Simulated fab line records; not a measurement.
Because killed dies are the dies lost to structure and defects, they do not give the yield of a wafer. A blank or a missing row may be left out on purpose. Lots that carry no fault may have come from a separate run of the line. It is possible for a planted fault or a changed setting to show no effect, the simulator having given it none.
The tool behind it: which one? / flow sky130 / 6 lots with 18 wafers sampled at 2 steps, on a route of 708 steps

## WHAT EACH GAUGE READ, for each wafer
SKY_POLY_GATE_THK_MEAS_21.
lot=L196; measured=day 17 07:37; on=film_metro-04; POLY_GATE_OXIDATION_THK (nm)=3.97 3.92 3.98
lot=L198; measured=day 18 20:18; on=film_metro-02; POLY_GATE_OXIDATION_THK (nm)=3.99 4.05 3.98
lot=L201; measured=day 19 07:41; on=film_metro-02; POLY_GATE_OXIDATION_THK (nm)=3.91 4.05 4.03
lot=L205; measured=day 20 23:32; on=film_metro-01; POLY_GATE_OXIDATION_THK (nm)=6.67 6.58 6.57
lot=L208; measured=day 22 01:28; on=film_metro-04; POLY_GATE_OXIDATION_THK (nm)=6.57 6.63 6.56
lot=L214; measured=day 24 13:41; on=film_metro-04; POLY_GATE_OXIDATION_THK (nm)=4.14 4.10 4.03

## TOOL THAT RAN EACH LOT (tool first, then ch and the chambers of the sampled wafers, then the start)
lot=L196; SKY_POLY_GATE_OXIDATION_20=furnace-02 ch 0, day 17 06:22
lot=L198; SKY_POLY_GATE_OXIDATION_20=furnace-02 ch 0, day 18 19:03
lot=L201; SKY_POLY_GATE_OXIDATION_20=furnace-02 ch 0, day 19 06:26
lot=L205; SKY_POLY_GATE_OXIDATION_20=furnace-01 ch 0, day 20 20:52
lot=L208; SKY_POLY_GATE_OXIDATION_20=furnace-02 ch 0, day 21 21:47 and furnace-01 ch 0, day 22 00:06
lot=L214; SKY_POLY_GATE_OXIDATION_20=furnace-02 ch 0, day 24 12:26
- SKY_POLY_GATE_OXIDATION_20: stabilise 600 s, purge 300 s, target thk 4 nm.

## THE ANSWER, worked out from the rows above alone
Rule: what is usual is taken from the lots themselves. The widest of any qualifying gaps counts: lots, ordered by their means at a reading, are off when they make up no more than a third of the lots, leave a main group of 4 or more, and stand apart from it by 3 or more times the standard deviation of that group's means. Not used: any main group whose means are identical at the precision the tables above print for the reading. Also off: a lot with no number at a reading for which 4 or more lots have one. Any other lot the step has rows for is counted as sound.
Off: at SKY_POLY_GATE_THK_MEAS_21 (POLY_GATE_OXIDATION_THK), L205, L208. Mean 4.01 nm and standard deviation 0.048 in the main group.
If a tool, at a process step before that reading, ran all the lots that are off and no sound lot after the first of them, it fits. Gauges at SKY_POLY_GATE_THK_MEAS_21: tried the same way as those tools. One fits: SKY_POLY_GATE_OXIDATION_20 on furnace-01. It ran no sound lot before its first lot that is off in this sample, so the start can't be narrowed down.

## WHAT THE SIMULATOR PUT IN
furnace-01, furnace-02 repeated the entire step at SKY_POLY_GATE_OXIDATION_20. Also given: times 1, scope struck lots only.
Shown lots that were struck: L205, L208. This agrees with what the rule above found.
